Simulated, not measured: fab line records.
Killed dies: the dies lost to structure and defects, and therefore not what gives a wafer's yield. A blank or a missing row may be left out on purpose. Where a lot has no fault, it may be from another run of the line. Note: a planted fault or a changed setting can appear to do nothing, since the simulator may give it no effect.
Which tool did it? || flow sky130 || Sampling: 13 lots, 39 wafers, 5 of 708 route steps

## WHAT THE GAUGES SHOWED, per wafer
SKY_NWELL_TW_MEAS_26. Usual: NWELL_2_TW gives 495 (standard deviation 3.1).
{"lot": "L668", "measured": "day 5 23:11", "on": "film metro-03", "NWELL_2_TW": "493 492 494", "flag": ""}
{"lot": "L669", "measured": "day 6 05:47", "on": "film metro-02", "NWELL_2_TW": "498 494 495", "flag": ""}
{"lot": "L670", "measured": "day 6 08:37", "on": "film metro-02", "NWELL_2_TW": "494 493 492", "flag": ""}
{"lot": "L671", "measured": "day 6 15:19", "on": "film metro-02", "NWELL_2_TW": "491 496 495", "flag": ""}
{"lot": "L673", "measured": "day 7 01:14", "on": "film metro-01", "NWELL_2_TW": "495 499 497", "flag": ""}
{"lot": "L676", "measured": "day 7 23:43", "on": "film metro-03", "NWELL_2_TW": "493 495 494", "flag": ""}
{"lot": "L678", "measured": "day 8 10:46", "on": "film metro-01", "NWELL_2_TW": "497 496 500", "flag": ""}
{"lot": "L681", "measured": "day 9 06:29", "on": "film metro-01", "NWELL_2_TW": "497 499 496", "flag": ""}
{"lot": "L683", "measured": "day 9 13:56", "on": "film metro-02", "NWELL_2_TW": "498 501 498", "flag": ""}
{"lot": "L685", "measured": "day 10 06:11", "on": "film metro-02", "NWELL_2_TW": "499 502 500", "flag": ""}
{"lot": "L686", "measured": "day 10 12:49", "on": "film metro-03", "NWELL_2_TW": "491 492 491", "flag": ""}
{"lot": "L687", "measured": "day 10 23:33", "on": "film metro-03", "NWELL_2_TW": "494 493 495", "flag": ""}
{"lot": "L689", "measured": "day 11 10:07", "on": "film metro-03", "NWELL_2_TW": "494 495 491", "flag": ""}

SKY_VT_ADJUST_NCORE_CD_MEAS_07 targets a cd of 380 nm. Usual: cd nm reads 380.3 nm (standard deviation 2.4).
{"lot": "L668", "measured": "day 9 09:34", "on": "cd sem-01", "cd nm (nm)": "380.9 380.2 378.5", "flag": ""}
{"lot": "L669", "measured": "day 9 16:17", "on": "cd sem-02", "cd nm (nm)": "385.6 385.1 385.8", "flag": ""}
{"lot": "L670", "measured": "day 9 20:39", "on": "cd sem-02", "cd nm (nm)": "381.0 379.0 379.0", "flag": ""}
{"lot": "L671", "measured": "day 10 03:31", "on": "cd sem-02", "cd nm (nm)": "383.4 382.6 384.0", "flag": ""}
{"lot": "L673", "measured": "day 10 15:13", "on": "cd sem-02", "cd nm (nm)": "379.7 377.1 377.8", "flag": ""}
{"lot": "L676", "measured": "day 11 20:01", "on": "cd sem-01", "cd nm (nm)": "384.8 379.8 380.4", "flag": ""}
{"lot": "L678", "measured": "day 12 07:55", "on": "cd sem-01", "cd nm (nm)": "379.1 376.8 376.6", "flag": ""}
{"lot": "L681", "measured": "day 13 05:05", "on": "cd sem-02", "cd nm (nm)": "379.5 380.6 379.2", "flag": ""}
{"lot": "L683", "measured": "day 13 14:57", "on": "cd sem-01", "cd nm (nm)": "378.1 381.8 381.0", "flag": ""}
{"lot": "L685", "measured": "day 14 13:20", "on": "cd sem-01", "cd nm (nm)": "382.9 382.4 379.2", "flag": ""}
{"lot": "L686", "measured": "day 14 17:23", "on": "cd sem-01", "cd nm (nm)": "383.1 384.0 383.5", "flag": ""}
{"lot": "L687", "measured": "day 15 05:19", "on": "cd sem-01", "cd nm (nm)": "378.5 375.5 377.7", "flag": ""}
{"lot": "L689", "measured": "day 15 18:56", "on": "cd sem-01", "cd nm (nm)": "380.6 381.1 380.2", "flag": ""}

SKY_SONOS_ONO_THK_MEAS_03. Usual: SONOS_ONO_CVD_02_THK gives 10.43 nm (standard deviation 0.16).
{"lot": "L668", "measured": "day 12 16:24", "on": "film metro-04", "SONOS_ONO_CVD_02_THK (nm)": "10.39 10.34 10.34", "flag": ""}
{"lot": "L669", "measured": "day 12 23:58", "on": "film metro-04", "SONOS_ONO_CVD_02_THK (nm)": "10.34 10.35 10.23", "flag": ""}
{"lot": "L670", "measured": "day 13 05:02", "on": "film metro-01", "SONOS_ONO_CVD_02_THK (nm)": "10.55 10.47 10.56", "flag": ""}
{"lot": "L671", "measured": "day 13 10:30", "on": "film metro-04", "SONOS_ONO_CVD_02_THK (nm)": "10.51 10.56 10.48", "flag": ""}
{"lot": "L673", "measured": "day 13 22:41", "on": "film metro-02", "SONOS_ONO_CVD_02_THK (nm)": "10.83 10.80 10.79", "flag": ""}
{"lot": "L676", "measured": "day 15 08:02", "on": "film metro-04", "SONOS_ONO_CVD_02_THK (nm)": "8.24 8.10 8.20 8.24 8.11 8.22", "flag": "OFF"}
{"lot": "L678", "measured": "day 16 01:37", "on": "film metro-04", "SONOS_ONO_CVD_02_THK (nm)": "8.05 8.07 8.11 7.99 8.14 8.04", "flag": "OFF"}
{"lot": "L681", "measured": "day 16 17:55", "on": "film metro-01", "SONOS_ONO_CVD_02_THK (nm)": "8.37 8.23 8.28 8.40 8.20 8.28", "flag": "OFF"}
{"lot": "L683", "measured": "day 17 05:44", "on": "film metro-02", "SONOS_ONO_CVD_02_THK (nm)": "8.39 8.39 8.20 8.36 8.38 8.30", "flag": "OFF"}
{"lot": "L685", "measured": "day 18 08:47", "on": "film metro-01", "SONOS_ONO_CVD_02_THK (nm)": "10.38 10.49 10.38", "flag": ""}
{"lot": "L686", "measured": "day 18 11:38", "on": "film metro-02", "SONOS_ONO_CVD_02_THK (nm)": "10.58 10.57 10.49", "flag": ""}
{"lot": "L687", "measured": "day 19 01:23", "on": "film metro-01", "SONOS_ONO_CVD_02_THK (nm)": "10.45 10.48 10.57", "flag": ""}
{"lot": "L689", "measured": "day 19 14:38", "on": "film metro-04", "SONOS_ONO_CVD_02_THK (nm)": "10.68 10.47 10.49", "flag": ""}

SKY_GATE_OXIDE_OVL_MEAS_10. Usual: GATE_OXIDE_OVL gives -0.3 nm (standard deviation 1.3).
{"lot": "L668", "measured": "day 15 00:01", "on": "overlay-01", "GATE_OXIDE_OVL (nm)": "-1.2 -0.9 -0.8", "flag": ""}
{"lot": "L669", "measured": "day 15 07:29", "on": "overlay-01", "GATE_OXIDE_OVL (nm)": "-0.8 -1.9 -3.3", "flag": ""}
{"lot": "L670", "measured": "day 15 12:49", "on": "overlay-01", "GATE_OXIDE_OVL (nm)": "1.8 3.0 2.3", "flag": ""}
{"lot": "L671", "measured": "day 15 19:35", "on": "overlay-01", "GATE_OXIDE_OVL (nm)": "-0.1 0.8 0.3", "flag": ""}
{"lot": "L673", "measured": "day 16 09:44", "on": "overlay-01", "GATE_OXIDE_OVL (nm)": "-1.4 -1.1 -1.2", "flag": ""}
{"lot": "L676", "measured": "day 17 18:33", "on": "overlay-01", "GATE_OXIDE_OVL (nm)": "-0.8 -0.1 -0.2", "flag": ""}
{"lot": "L678", "measured": "day 19 03:12", "on": "overlay-01", "GATE_OXIDE_OVL (nm)": "0.8 0.7 0.5", "flag": ""}
{"lot": "L681", "measured": "day 19 08:37", "on": "overlay-01", "GATE_OXIDE_OVL (nm)": "-1.5 -0.5 -0.3", "flag": ""}
{"lot": "L683", "measured": "day 19 22:50", "on": "overlay-01", "GATE_OXIDE_OVL (nm)": "-1.0 -1.8 -1.4", "flag": ""}
{"lot": "L685", "measured": "day 20 23:15", "on": "overlay-02", "GATE_OXIDE_OVL (nm)": "0.2 0.4 -1.0", "flag": ""}
{"lot": "L686", "measured": "day 21 04:54", "on": "overlay-01", "GATE_OXIDE_OVL (nm)": "-1.2 -3.2 -1.6", "flag": ""}
{"lot": "L687", "measured": "day 21 19:17", "on": "overlay-02", "GATE_OXIDE_OVL (nm)": "-1.4 -1.5 -1.3", "flag": ""}
{"lot": "L689", "measured": "day 22 06:47", "on": "overlay-02", "GATE_OXIDE_OVL (nm)": "0.5 -0.1 2.1", "flag": ""}

## WHICH TOOL RAN EACH LOT (tool, then ch and the chambers of the sampled wafers, then the start)
{"lot": "L668", "SKY_SONOS_ONO_CVD_02": "lpcvd-02 ch 1, day 12 15:21"}
{"lot": "L669", "SKY_SONOS_ONO_CVD_02": "lpcvd-02 ch 0, day 12 22:55"}
{"lot": "L670", "SKY_SONOS_ONO_CVD_02": "lpcvd-02 ch 0, day 13 03:58"}
{"lot": "L671", "SKY_SONOS_ONO_CVD_02": "lpcvd-02 ch 1, day 13 08:55"}
{"lot": "L673", "SKY_SONOS_ONO_CVD_02": "lpcvd-02 ch 0, day 13 21:38"}
{"lot": "L676", "SKY_SONOS_ONO_CVD_02": "lpcvd-02 ch 0, day 15 06:58"}
{"lot": "L678", "SKY_SONOS_ONO_CVD_02": "lpcvd-02 ch 0, day 16 00:32"}
{"lot": "L681", "SKY_SONOS_ONO_CVD_02": "lpcvd-02 ch 0, day 16 16:52"}
{"lot": "L683", "SKY_SONOS_ONO_CVD_02": "lpcvd-02 ch 0, day 17 04:40"}
{"lot": "L685", "SKY_SONOS_ONO_CVD_02": "lpcvd-02 ch 1, day 18 07:44"}
{"lot": "L686", "SKY_SONOS_ONO_CVD_02": "lpcvd-02 ch 1, day 18 10:34"}
{"lot": "L687", "SKY_SONOS_ONO_CVD_02": "lpcvd-02 ch 1, day 19 00:20"}
{"lot": "L689", "SKY_SONOS_ONO_CVD_02": "lpcvd-02 ch 1, day 19 13:35"}
- SKY_SONOS_ONO_CVD_02: deposits Si3N4 from DCS/NH3, target thk 10.5 nm, time 180 s.

## AS READ BY THE TOOLS THEMSELVES (means over the sampled wafers that have a number; for cases with no such wafer, the mark the record gives instead)
SKY_SONOS_ONO_CVD_02. Usual: pressure mtorr reads 250.1 mTorr (standard deviation 0.55).
{"lot": "L668", "tool": "lpcvd-02", "pressure mtorr (mTorr)": 250.5, "flag": ""}
{"lot": "L669", "tool": "lpcvd-02", "pressure mtorr (mTorr)": 249.9, "flag": ""}
{"lot": "L670", "tool": "lpcvd-02", "pressure mtorr (mTorr)": 250.0, "flag": ""}
{"lot": "L671", "tool": "lpcvd-02", "pressure mtorr (mTorr)": 250.6, "flag": ""}
{"lot": "L673", "tool": "lpcvd-02", "pressure mtorr (mTorr)": 249.5, "flag": ""}
{"lot": "L676", "tool": "lpcvd-02", "pressure mtorr (mTorr)": 249.7, "flag": ""}
{"lot": "L678", "tool": "lpcvd-02", "pressure mtorr (mTorr)": 250.1, "flag": ""}
{"lot": "L681", "tool": "lpcvd-02", "pressure mtorr (mTorr)": 249.5, "flag": ""}
{"lot": "L683", "tool": "lpcvd-02", "pressure mtorr (mTorr)": 250.1, "flag": ""}
{"lot": "L685", "tool": "lpcvd-02", "pressure mtorr (mTorr)": 250.9, "flag": ""}
{"lot": "L686", "tool": "lpcvd-02", "pressure mtorr (mTorr)": 249.7, "flag": ""}
{"lot": "L687", "tool": "lpcvd-02", "pressure mtorr (mTorr)": 249.6, "flag": ""}
{"lot": "L689", "tool": "lpcvd-02", "pressure mtorr (mTorr)": 250.7, "flag": ""}

## THE ANSWER, worked out from the rows above alone
Rule: a lot counts as off when the mean over its wafers that have a number is more than 3 standard deviations away from the usual mean. Also off: a lot with no number at a reading for which 4 or more lots have one. Any other lot the step has rows for is counted as sound. The gauges are gone through in route order, then the tools' own readings, and for those a lot's mean is taken as printed above. The first step at which some lot is off is used, and at that step the reading that is off furthest; a lot without a number counts as furthest.
Off: L676, L678, L681, L683, seen at SKY_SONOS_ONO_THK_MEAS_03 (SONOS_ONO_CVD_02_THK).
If a tool, at a process step before that reading, ran all the lots that are off and no sound lot after the first of them, it fits. Those tools and the gauges at SKY_SONOS_ONO_THK_MEAS_03 are tried in the same way. Of those tried, none fits.

## WHAT WAS PUT IN BY THE SIMULATOR
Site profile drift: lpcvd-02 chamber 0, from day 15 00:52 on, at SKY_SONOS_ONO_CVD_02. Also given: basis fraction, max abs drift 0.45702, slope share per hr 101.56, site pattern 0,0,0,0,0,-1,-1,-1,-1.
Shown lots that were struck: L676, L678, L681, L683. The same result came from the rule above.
